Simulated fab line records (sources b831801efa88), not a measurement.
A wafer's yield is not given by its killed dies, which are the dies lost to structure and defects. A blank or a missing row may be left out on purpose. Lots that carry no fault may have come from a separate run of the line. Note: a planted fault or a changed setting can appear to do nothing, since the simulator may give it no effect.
fab line records	flow gf180mcu
record lots=14	wafers=42	last_day=34
route steps=602 shown STI@5 VT_IMPLANT@97
lots with no fault: from the same line, run without faults
start_h: start of the lot's first displayed wafer, in hours after the record's first day	wait_h: time in hours since the lot's previous step	" as in the row above	L1.1+2: one row covering several wafers at once	- value missing, or start not given	* or withheld: withheld	< > ~ a bound
route shown NAME@n: a module of which the file shows steps, and the number in the route of the first	usual: mean/standard deviation of fault-free wafers	same: alike in all rows	chamber/n: place in a boat	sites: each site's reading	_std_site: their standard deviation	_edge_site: inner sites' mean taken away from outer sites' mean	radius_mm: for every site, how far away it sits from the centre of the wafer	mask NAME#n: copy n	behind: tool/chamber where the wafer was last shaped	hold: cause of the lot's hold/its duration in hours/its outcome	device: names the non-switching transistor (n, p or np)	end of line: at the end of the route, the tests of the same wafers	a step without rows: its recipe alone	killed: dies lost to structure and defects at the first sort, not the wafer's yield	map: a wafer's dies, marking killed ones x, the rest . and places with no die _
set.NAME: setting as actually run; set.NAME@STEP: the setting as run at that earlier step	model.NAME: the simulator's own value behind a step, which no gauge read
one table for each step of the route and one row for each wafer, over a sample of lots
services: from which hour (start_h, from the record's first day; less than 0 if before it) a tool's chamber was out of use, for how many hours, and why
## steps
# step GF_STI_THK_MEAS_04
# recipe reads=Si3N4_of_STI_CVD_03
# usual STI_CVD_03_THK=207.7/2.2
lot.wafer	tool	chamber	start_h	wait_h	STI_CVD_03_THK[nm]
L844.4	film_metro-04	-	15.69	0.0	208.8
L844.5	"	-	"	"	211.1
L844.6	"	-	"	"	211.6
L845.2	film_metro-04	-	18.57	0.0	204.5
L845.4	"	-	"	"	205.8
L845.6	"	-	"	"	205.4
L846.1	film_metro-04	-	23.56	0.0	209.5
L846.2	"	-	"	"	210.1
L846.6	"	-	"	"	208.9
L848.2	film_metro-02	-	34.34	0.0	207.6
L848.3	"	-	"	"	206.6
L848.6	"	-	"	"	209.1
L850.1	film_metro-01	-	43.56	0.0	212.0
L850.5	"	-	"	"	212.6
L850.6	"	-	"	"	212.2
L851.1	film_metro-02	-	48.56	0.0	209.7
L851.4	"	-	"	"	208.7
L851.5	"	-	"	"	210.5
L854.2	film_metro-01	-	64.77	0.0	207.3
L854.3	"	-	"	"	207.5
L854.6	"	-	"	"	205.5
L857.3	film_metro-04	-	78.58	0.0	206.2
L857.5	"	-	"	"	205.7
L857.6	"	-	"	"	207.3
L861.1	film_metro-01	-	98.56	0.0	205.7
L861.4	"	-	"	"	204.1
L861.6	"	-	"	"	205.9
L862.1	film_metro-02	-	103.56	0.0	207.8
L862.2	"	-	"	"	204.8
L862.3	"	-	"	"	206.7
L863.2	film_metro-01	-	108.57	0.0	207.2
L863.3	"	-	"	"	209.4
L863.6	"	-	"	"	209.5
L864.1	film_metro-02	-	113.56	0.0	208.0
L864.3	"	-	"	"	208.0
L864.4	"	-	"	"	208.5
L865.2	film_metro-04	-	118.57	0.0	206.2
L865.5	"	-	"	"	206.6
L865.6	"	-	"	"	204.9
L866.1	film_metro-04	-	123.61	0.0	205.2
L866.4	"	-	"	"	205.2
L866.6	"	-	"	"	205.9
# step GF_STI_ETCH_13
# recipe chemistry=CHF3/O2	stop_on=Si	over_etch_frac=0.3	target_depth_a=2823.1	source_w=600	bias_w=200	pressure_mtorr=40	chf3_flow_sccm=50	O2_flow_sccm=5	time_s=112.9
# usual O2_flow_sccm=4.999/0.016	drypump_motor_current_A=5.9/0.47	oes_product_au=0.833/0.0062	throttle_valve_pct=8.813/0.0086
lot.wafer	tool	chamber	start_h	wait_h	O2_flow_sccm	drypump_motor_current_A	oes_product_au	rf_hours_counter_h	throttle_valve_pct
L844.4	rie_diel-04	2	27.75	0.0	5.004	5.6	0.832	81	8.808
L844.5	"	2	"	"	5.014	5.6	0.841	-	8.818
L844.6	"	1	"	"	5.022	6.4	0.848	-	8.831
L845.2	rie_diel-03	3	30.65	0.1	5.004	5.5	0.831	14	8.803
L845.4	"	1	"	"	5.021	5.0	0.838	112	8.815
L845.6	"	2	"	"	4.993	5.2	0.827	-	8.811
L846.1	rie_diel-04	2	35.22	0.1	5.004	5.6	0.838	81	8.813
L846.2	"	1	"	"	5.015	6.4	0.840	41	8.806
L846.6	"	1	"	"	5.016	6.4	0.838	-	8.814
L848.2	rie_diel-01	1	46.52	0.1	4.973	5.6	0.837	57	8.801
L848.3	"	2	"	"	5.001	5.7	0.835	7	8.813
L848.6	"	3	"	"	4.994	5.5	0.838	-	8.816
L850.1	rie_diel-03	2	55.49	0.1	4.998	5.2	0.836	38	8.818
L850.5	"	3	"	"	5.009	5.5	0.841	-	8.828
L850.6	"	2	"	"	4.981	5.2	0.842	-	8.804
L851.1	rie_diel-04	1	60.95	0.1	5.033	6.4	0.838	42	8.811
L851.4	"	3	"	"	4.989	5.8	0.833	144	8.811
L851.5	"	1	"	"	5.023	6.4	0.834	-	8.819
L854.2	rie_diel-01	3	77.57	0.1	4.978	5.5	0.834	90	8.806
L854.3	"	0	"	"	4.991	6.4	0.834	47	8.809
L854.6	"	2	"	"	4.973	5.7	0.834	-	8.820
L857.3	rie_diel-03	0	91.49	0.1	4.985	6.3	0.824	66	8.807
L857.5	"	3	"	"	4.968	5.5	0.824	-	8.821
L857.6	"	0	"	"	4.998	6.3	0.836	-	8.821
L861.1	rie_diel-03	0	113.14	0.1	5.007	6.3	0.823	66	8.817
L861.4	"	3	"	"	5.001	5.5	0.823	17	8.812
L861.6	"	0	"	"	5.024	6.3	0.827	-	8.810
L862.1	rie_diel-01	3	118.02	0.1	4.999	5.5	0.836	91	8.795
L862.2	"	0	"	"	4.972	6.5	0.825	49	8.809
L862.3	"	2	"	"	5.004	5.7	0.834	9	8.818
L863.2	rie_diel-01	0	122.82	0.1	5.015	6.5	0.826	49	8.807
L863.3	"	3	"	"	4.958	5.5	0.848	91	8.807
L863.6	"	3	"	"	4.975	5.5	0.836	-	8.826
L864.1	rie_diel-04	1	128.25	0.1	4.991	6.4	0.834	43	8.818
L864.3	"	3	"	"	4.983	5.8	0.830	146	8.813
L864.4	"	0	"	"	4.989	6.4	0.841	64	8.814
L865.2	rie_diel-04	0	133.34	0.1	4.994	6.4	0.830	64	8.817
L865.5	"	3	"	"	5.032	5.8	0.835	-	8.814
L865.6	"	2	"	"	5.012	5.6	0.826	-	8.805
L866.1	rie_diel-01	3	137.87	0.1	5.023	5.5	0.817	91	8.814
L866.4	"	3	"	"	4.984	5.5	0.833	-	8.814
L866.6	"	2	"	"	4.994	5.7	0.818	-	8.811
# step GF_VT_IMPLANT_OVL_MEAS_07
# usual VT_IMPLANT_OVL=-0.4/1.4
lot.wafer	tool	chamber	start_h	wait_h	VT_IMPLANT_OVL[nm]
L844.4	overlay-01	-	111.79	0.1	-1.2
L844.5	"	-	"	"	-2.4
L844.6	"	-	"	"	-1.1
L845.2	overlay-01	-	117.49	0.1	-1.1
L845.4	"	-	"	"	-1.9
L845.6	"	-	"	"	-3.1
L846.1	overlay-02	-	119.29	0.1	0.3
L846.2	"	-	"	"	-1.1
L846.6	"	-	"	"	0.0
L848.2	overlay-01	-	134.84	0.1	0.7
L848.3	"	-	"	"	-0.3
L848.6	"	-	"	"	-0.3
L850.1	overlay-02	-	146.53	0.1	0.9
L850.5	"	-	"	"	-0.4
L850.6	"	-	"	"	-1.6
L851.1	overlay-02	-	153.67	0.1	0.5
L851.4	"	-	"	"	0.4
L851.5	"	-	"	"	-1.2
L854.2	overlay-01	-	173.85	0.1	-1.9
L854.3	"	-	"	"	-2.3
L854.6	"	-	"	"	-0.6
L857.3	overlay-01	-	189.78	0.1	-3.8
L857.5	"	-	"	"	-3.8
L857.6	"	-	"	"	-3.1
L861.1	overlay-01	-	215.24	0.1	0.1
L861.4	"	-	"	"	0.1
L861.6	"	-	"	"	0.6
L862.1	overlay-01	-	220.97	0.1	-0.7
L862.2	"	-	"	"	-0.5
L862.3	"	-	"	"	-1.2
L863.2	overlay-01	-	227.63	0.1	-0.6
L863.3	"	-	"	"	0.1
L863.6	"	-	"	"	0.6
L864.1	overlay-02	-	235.42	0.1	-1.0
L864.3	"	-	"	"	-0.6
L864.4	"	-	"	"	-0.2
L865.2	overlay-01	-	239.87	0.1	-2.2
L865.5	"	-	"	"	-3.8
L865.6	"	-	"	"	-0.4
L866.1	overlay-02	-	246.02	0.1	1.1
L866.4	"	-	"	"	1.8
L866.6	"	-	"	"	1.6
# step GF_VT_IMPLANT_EXPOSE_15
# recipe mask_id=Nwell_LV_AREA	target_cd_nm=860	na=0.6	source_shape=conventional	sigma_outer=0.6	dose_mj=140
# usual exposure_dose_mJ_cm2=139.98/0.14	focus_offset_nm=0.1/0.47	reticle_temp_C=23.00/0.1
lot.wafer	tool	chamber	start_h	wait_h	mask	exposure_dose_mJ_cm2	focus_offset_nm	reticle_temp_C
L844.4	iline_stepper-02	0	119.17	-	Nwell_LV_AREA#0	140.07	0.3	23.20
L844.5	"	0	"	"	Nwell_LV_AREA#0	139.75	0.1	23.20
L844.6	"	0	"	"	Nwell_LV_AREA#0	140.11	0.6	23.03
L845.2	iline_stepper-02	0	125.15	-	Nwell_LV_AREA#0	139.77	-0.1	23.17
L845.4	"	0	"	"	Nwell_LV_AREA#0	139.97	0.0	23.18
L845.6	"	0	"	"	Nwell_LV_AREA#0	139.64	-0.6	23.14
L846.1	iline_stepper-01	0	127.27	-	Nwell_LV_AREA#0	139.91	0.4	23.09
L846.2	"	0	"	"	Nwell_LV_AREA#0	140.06	-0.2	22.95
L846.6	"	0	"	"	Nwell_LV_AREA#0	140.06	-0.2	22.97
L848.2	iline_stepper-01	0	143.17	-	Nwell_LV_AREA#0	140.05	0.4	23.13
L848.3	"	0	"	"	Nwell_LV_AREA#0	139.92	0.0	23.21
L848.6	"	0	"	"	Nwell_LV_AREA#0	140.09	0.2	23.03
L850.1	iline_stepper-01	0	154.27	-	Nwell_LV_AREA#0	140.22	0.7	23.04
L850.5	"	0	"	"	Nwell_LV_AREA#0	140.03	0.5	22.94
L850.6	"	0	"	"	Nwell_LV_AREA#0	140.03	0.4	23.17
L851.1	iline_stepper-01	0	161.98	-	Nwell_LV_AREA#0	139.79	1.1	22.94
L851.4	"	0	"	"	Nwell_LV_AREA#0	139.87	0.7	23.01
L851.5	"	0	"	"	Nwell_LV_AREA#0	139.98	0.7	22.96
L854.2	iline_stepper-02	0	182.85	-	Nwell_LV_AREA#0	139.96	0.3	22.97
L854.3	"	0	"	"	Nwell_LV_AREA#0	140.00	-0.6	22.89
L854.6	"	0	"	"	Nwell_LV_AREA#0	139.87	-0.3	22.89
L857.3	iline_stepper-01	0	198.62	-	Nwell_LV_AREA#0	139.93	0.0	23.00
L857.5	"	0	"	"	Nwell_LV_AREA#0	139.91	0.2	23.11
L857.6	"	0	"	"	Nwell_LV_AREA#0	139.86	0.1	22.97
L861.1	iline_stepper-01	-	224.63	-	Nwell_LV_AREA#0	-	-	-
L861.4	"	-	"	"	Nwell_LV_AREA#0	-	-	-
L861.6	"	-	"	"	Nwell_LV_AREA#0	-	-	-
L862.1	iline_stepper-01	-	230.24	-	Nwell_LV_AREA#0	-	-	-
L862.2	"	-	"	"	Nwell_LV_AREA#0	-	-	-
L862.3	"	-	"	"	Nwell_LV_AREA#0	-	-	-
L863.2	iline_stepper-01	0	237.45	-	Nwell_LV_AREA#0	140.05	0.0	23.00
L863.3	"	0	"	"	Nwell_LV_AREA#0	140.10	0.7	22.95
L863.6	"	0	"	"	Nwell_LV_AREA#0	140.06	-0.1	22.97
L864.1	iline_stepper-02	0	244.85	-	Nwell_LV_AREA#0	139.87	0.2	22.94
L864.3	"	0	"	"	Nwell_LV_AREA#0	140.20	0.3	22.76
L864.4	"	0	"	"	Nwell_LV_AREA#0	140.17	-0.5	22.83
L865.2	iline_stepper-01	0	249.73	-	Nwell_LV_AREA#0	139.99	-0.3	22.95
L865.5	"	0	"	"	Nwell_LV_AREA#0	140.03	-0.4	22.93
L865.6	"	0	"	"	Nwell_LV_AREA#0	140.00	0.1	22.87
L866.1	iline_stepper-02	0	255.89	-	Nwell_LV_AREA#0	139.77	0.6	23.10
L866.4	"	0	"	"	Nwell_LV_AREA#0	139.90	0.6	23.07
L866.6	"	0	"	"	Nwell_LV_AREA#0	139.91	0.7	23.10
## services
tool	chamber	start_h	hours	kind
rie_diel-03	0	10.41	4.2	repair
iline_stepper-02	-	42.85	1.7	pm
rie_diel-04	2	44.53	7.2	repair
rie_diel-01	3	48.28	5.5	repair
rie_diel-03	3	85.22	4.1	repair
rie_diel-04	3	106.94	5.2	repair
rie_diel-04	1	113.90	7.9	repair
rie_diel-01	0	130.74	15.9	repair
iline_stepper-02	-	139.75	0.8	repair
rie_diel-04	0	149.67	5.6	repair
rie_diel-03	1	174.31	5.8	repair
iline_stepper-01	-	174.98	1.7	pm
rie_diel-01	1	190.06	9.8	repair
rie_diel-01	2	192.57	23.1	repair
rie_diel-04	3	198.19	-	clean
rie_diel-04	3	198.19	12.2	scheduled_down
iline_stepper-01	-	202.88	1.0	repair
iline_stepper-01	-	207.90	2.1	pm
rie_diel-01	1	208.36	2.7	repair
iline_stepper-01	-	209.98	-	consumable_replace:lamp
rie_diel-01	-	213.84	0.9	repair
iline_stepper-02	-	218.04	5.0	repair
rie_diel-01	0	250.25	4.6	repair
rie_diel-03	-	253.61	0.2	repair
## key
first_sign step=GF_VT_IMPLANT_EXPOSE_15	reading=tool_record	direction=missing
effect none on later readings
met_at GF_VT_IMPLANT_EXPOSE_15
struck_lots L861,L862
later_rows_left_out L861.1,L861.4,L861.6,L862.1,L862.2,L862.3
sort_left_out L861.1,L861.4,L861.6,L862.1,L862.2,L862.3
tester_left_out L861,L862
not_acting_at GF_STI_THK_MEAS_04,GF_STI_ETCH_13,GF_VT_IMPLANT_OVL_MEAS_07
onset_between 198.62 224.63
fault kind=skipped_step_whole	tool=iline_stepper-01	chamber=-	onset_h=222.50	steps=GF_VT_IMPLANT_EXPOSE_15	scope=struck_lots_only
# tester_left_out: of these lots the tester's yield and bins aren't shown, on N5 and GAA mostly nor the transistor test; their killed dies are dies lost to structure and defects alone, not to doping, threshold or leakage, so they don't give the yield
# sort_left_out: the simulated sort isn't trusted on such a fault, so these wafers' sort isn't shown, and their yield isn't known
# later_rows_left_out: the simulator's readings of these wafers behind a module that went badly wrong aren't trusted and aren't shown, but for the sort
